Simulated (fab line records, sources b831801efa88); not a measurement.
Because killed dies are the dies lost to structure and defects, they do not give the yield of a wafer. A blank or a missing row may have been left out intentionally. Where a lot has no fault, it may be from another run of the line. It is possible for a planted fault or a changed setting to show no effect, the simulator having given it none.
Comparing a struck lot with a sound one :: flow sky130 :: 30 out of 708 route steps
Sound: wafers L446.1, L446.2, L446.6. Wafers struck: L456.1, L456.3, L456.5. The cause is named last.
Order at every step that has rows: each side's tool, ch and its chambers, its first start. Under that, the readings that differ: sound wafers :: struck wafers :: difference of the means :: sigmas: that difference in standard deviations of wafers without a fault.
alike: a reading whose means differ by less than 2 such deviations, as well as words and numbers matching on both sides. not compared: withheld readings; readings where some wafer has no value; bounds like >300 that might hide an equal value; numbers whose values overlap and for which the record gives no deviation.
Wherever a step has rows on one side only, a row that says differs or no value, or a row with sigmas, the two part there. Numbers that have no deviation but don't overlap get no sigmas and don't part them. A reading that every wafer of one side lacks parts them only if that side has two wafers or more.

first, 5 steps without rows for these wafers: SKY_SONOS_ONO_COAT_08 (resist thk 1155 nm); SKY_SONOS_ONO_SOFTBAKE_09 (time 60 s); SKY_SONOS_ONO_EXPOSE_10 (exposes mask ONOM, target cd 410 nm); SKY_SONOS_ONO_PEB_11; SKY_SONOS_ONO_DEVELOP_12 (develop time 60 s).
SKY_SONOS_ONO_CD_MEAS_13 targets a cd of 410 nm.
  struck on cd-sem-02, day 19 10:37; sound on cd-sem-01, day 16 04:34
  alike: cd-nm
SKY_SONOS_ONO_OVL_MEAS_14:
  struck on overlay-02, day 19 10:44; sound on overlay-02, day 16 04:41
  alike: SONOS_ONO_OVL
SKY_SONOS_ONO_ETCH_15: etches the open film in CHF3/O2, target depth 19.52 nm, time 7.8 s.
  sound on rie-diel-04 ch 0,3, day 16 04:44; struck on rie-diel-03 ch 2,3, day 19 10:46
  alike: drypump-motor-current-A, oes-product-au, rf-fwd-power-W, throttle-valve-pct
  not compared: rf-hours-counter-h
then, 1 step without rows for these wafers: SKY_SONOS_ONO_WET_ETCH_16 (etches SiO2 in dHF, target depth 14 nm, time 280 s).
SKY_SONOS_ONO_STRIP_17: strips in O2/N2.
  sound on plasma-asher-02 ch 0,1, day 16 04:50; struck on plasma-asher-04 ch 0,1, day 19 10:53
  alike: drypump-motor-current-A, o2-flow-sccm, oes-product-au, strip-time-to-endpoint-s
  not compared: rf-hours-counter-h
then, 2 steps without rows for these wafers: SKY_SONOS_ONO_WET_ETCH_18 (etches Si3N4 in H3PO4, target depth 15 nm, time 172 s); SKY_GATE_OXIDE_CLEAN_00 (cleans in SC1/SC2, time 150 s).
SKY_GATE_OXIDE_OXIDATION_01: stabilise 600 s, purge 300 s, target thk 10.268 nm.
  sound on furnace-01 ch 0, day 16 06:13; struck on furnace-01 ch 0, day 19 11:50
reading: spike-tc-bottom-C (C)
sound: 918.6 915.4 917.8
struck: 904.4 903.5 903.4
difference: -13.5
sigmas: -11

reading: spike-tc-centre-C (C)
sound: 900.7 900.4 900.5
struck: 886.9 885.7 887.0
difference: -14.0
sigmas: -14

reading: spike-tc-lower-C (C)
sound: 899.2 900.9 901.3
struck: 888.3 888.2 886.5
difference: -12.8
sigmas: -11

reading: spike-tc-top-C (C)
sound: 909.1 909.2 911.6
struck: 896.0 898.1 894.8
difference: -13.7
sigmas: -11

reading: spike-tc-upper-C (C)
sound: 900.3 901.9 900.0
struck: 888.5 887.7 888.6
difference: -12.5
sigmas: -8

reading: tube-center-temp-C (C)
sound: 900.1 899.82 899.95
struck: 886.61 886.75 886.6
difference: -13.30
sigmas: -99 or more

reading: tube_center_temp_C_max
sound: 901.9 902.2 901.8
struck: 888.3 888.5 888.9
difference: -13.4
sigmas: -34

reading: model.SiO2_of_GATE_OXIDE_OXIDATION_01.thk-nm (nm)
sound: 10.25 10.09 10.19
struck: 8.629 8.798 8.776
difference: -1.442
sigmas: 
SKY_GATE_OXIDE_THK_MEAS_02:
  struck on film-metro-04, day 19 13:14; sound on film-metro-04, day 16 07:38
reading: GATE_OXIDE_OXIDATION_00_THK (nm)
sound: 10.25 10.13 10.21
struck: 8.63 8.77 8.78
difference: -1.47
sigmas: -9
then, 7 steps without rows for these wafers: SKY_GATE_OXIDE_DEHYDRATE_03 (time 60 s); SKY_GATE_OXIDE_HMDS_04 (prime time 60 s); SKY_GATE_OXIDE_COAT_05 (resist thk 1140 nm); SKY_GATE_OXIDE_SOFTBAKE_06 (time 60 s); SKY_GATE_OXIDE_EXPOSE_07 (exposes mask LVOM, target cd 600 nm); SKY_GATE_OXIDE_PEB_08; SKY_GATE_OXIDE_DEVELOP_09 (develop time 60 s).
SKY_GATE_OXIDE_OVL_MEAS_10:
  struck on overlay-02, day 20 19:58; sound on overlay-02, day 17 12:56
  alike: GATE_OXIDE_OVL
then, 2 steps without rows for these wafers: SKY_GATE_OXIDE_IMPLANT_11; SKY_GATE_OXIDE_WET_ETCH_12 (etches SiO2 in dHF, target depth 16.8 nm, time 319.8 s).
SKY_GATE_OXIDE_STRIP_13: strips in O2/N2.
  sound on plasma-asher-04 ch 0,1, day 17 13:13; struck on plasma-asher-03 ch 0,1, day 20 20:16
  alike: drypump-motor-current-A, o2-flow-sccm, oes-product-au, strip-time-to-endpoint-s
  not compared: rf-hours-counter-h
SKY_GATE_OXIDE_TW_MEAS_14:
  struck on film-metro-03, day 20 20:22; sound on film-metro-03, day 17 13:19
  alike: GATE_OXIDE_TW
then, 1 step without rows for these wafers: SKY_GATE_OXIDE_CLEAN_15 (cleans in SC1/SC2, time 150 s).
SKY_GATE_OXIDE_OXIDATION_16: stabilise 600 s, purge 300 s, target thk 3.57 nm.
  sound on furnace-02 ch 0, day 17 14:08; struck on furnace-02 ch 0, day 20 21:25
reading: model.SiO2_of_GATE_OXIDE_OXIDATION_01.thk-nm (nm)
sound: 11.59 11.45 11.53
struck: 10.06 10.24 10.22
difference: -1.35
sigmas: 
  alike: spike-tc-bottom-C, spike-tc-centre-C, spike-tc-lower-C, spike-tc-top-C, spike-tc-upper-C, tube-center-temp-C, tube_center_temp_C_max
then, 1 step without rows for these wafers: SKY_POLY_GATE_CVD_00 (deposits poly-Si, target thk 180 nm, time 720 s).
-- record jumps: 30 days separate the struck wafers' starts on either side; left off in module POLY_GATE, taken up again in module PAD_OPEN, whose first shown step is the route's number 708 --
SKY_PAD_OPEN_PROBE_99:
  struck on prober-01, day 50 20:47; sound on prober-02, day 48 10:08
reading: model.etest.nfet_16v.r-on-ohm-um
sound: 1.394e+04 1.4e+04 1.408e+04
struck: 1.348e+04 1.33e+04 1.339e+04
difference: -6.167e+02
sigmas: 

reading: model.etest.pfet-g5v0d10v5.r-on-ohm-um
sound: 4794 4791 4808
struck: 4490 4472 4435
difference: -332
sigmas: 

reading: model.etest.tip-sonos.rs-ohm-sq
sound: 2623 2582 2568
struck: 2518 2502 2468
difference: -95
sigmas: 

reading: model.etest.nfet-g5v0d10v5.r-on-ohm-um
sound: 1890 1898 1898
struck: 1789 1780 1784
difference: -111
sigmas: 

reading: model.etest.nfet-g5v0d10v5.drive-ua-um
sound: 605.6 609.4 607.4
struck: 677.5 677.9 677.7
difference: +70.2
sigmas: 

reading: model.etest.nfet_05v0_nvt.drive-ua-um
sound: 576.1 575.7 575.2
struck: 638.2 633 637.6
difference: +60.6
sigmas: 

reading: model.etest.pfet-g5v0d10v5.drive-ua-um
sound: 340.7 339 336.1
struck: 375.3 371.9 375.7
difference: +35.7
sigmas: 

reading: model.etest.nfet_16v.drive-ua-um
sound: 224.5 224 223
struck: 248.3 247.7 246.4
difference: +23.6
sigmas: 
  alike: killed_at_M0_to_M3, killed_at_M4_up, killed-at-contacts, killed-at-front-end, killed-at-other, killed-dies, killed-on-rim, killed-open, killed-short

## WHERE THEY PART
Earliest at SKY_GATE_OXIDE_OXIDATION_01; latest, in this record, at SKY_GATE_OXIDE_THK_MEAS_02. Later steps at which nothing parts them and some readings are alike: SKY_GATE_OXIDE_OVL_MEAS_10, SKY_GATE_OXIDE_STRIP_13, SKY_GATE_OXIDE_TW_MEAS_14, SKY_GATE_OXIDE_OXIDATION_16, SKY_PAD_OPEN_PROBE_99.

WHY: whatever the simulator had introduced
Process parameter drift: furnace-01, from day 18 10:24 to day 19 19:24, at SKY_GATE_OXIDE_OXIDATION_01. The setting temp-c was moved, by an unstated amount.
